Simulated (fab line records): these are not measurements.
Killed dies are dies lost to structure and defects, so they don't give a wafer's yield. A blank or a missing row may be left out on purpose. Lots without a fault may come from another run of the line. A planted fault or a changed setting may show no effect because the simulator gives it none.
Matching of chambers	flow gf180mcu	GF_CONTACT_CVD_02 on pecvd-03: 3 sister chambers
The step deposits SiO2 from TEOS, target thk 860 nm, time 95.992 s. 3 wafers are shown with their chamber, then 8 later ones without.

## WAFERS PAIRED WITH THEIR CHAMBERS
wafer	chamber	heater_power_w (W)
L242.5	0	709
L242.6	2	687
L243.1	1	586

## WAFERS MISSING THEIR CHAMBER
wafer	heater_power_w (W)
L243.3	721
L243.6	463
L245.3	469
L245.4	833
L245.5	515
L248.2	757
L248.3	711
L248.4	557

## WHICH CHAMBER EACH WENT THROUGH
wafer	from the rows above	in truth
L243.3	can't be placed: 0 or 2 or 1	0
L243.6	can't be placed: 1 or 2 or 0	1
L245.3	can't be placed: 1 or 2 or 0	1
L245.4	can't be placed: 0 or 2 or 1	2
L245.5	can't be placed: 1 or 2 or 0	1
L248.2	can't be placed: 0 or 2 or 1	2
L248.3	can't be placed: 0 or 2 or 1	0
L248.4	can't be placed: 1 or 2 or 0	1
0 of 8 placed correctly. From these rows, 8 cannot be placed; in 8 the true chamber is one of the candidates. 0 placed wrongly.
How it was worked out, from the rows above alone: a wafer's distance from a chamber is the root of the sum, over the readings, of the square of ((its reading less the chamber's mean) divided by the reading's scatter). If the next closest chamber is less than 2 further off than the closest, the wafer can't be placed; otherwise it belongs to the closest. A chamber's mean is the mean of its shown wafers. The scatter (one wafer shown for each chamber): square how far every hidden wafer sits from the nearest shown wafer, average those squares and take the square root.
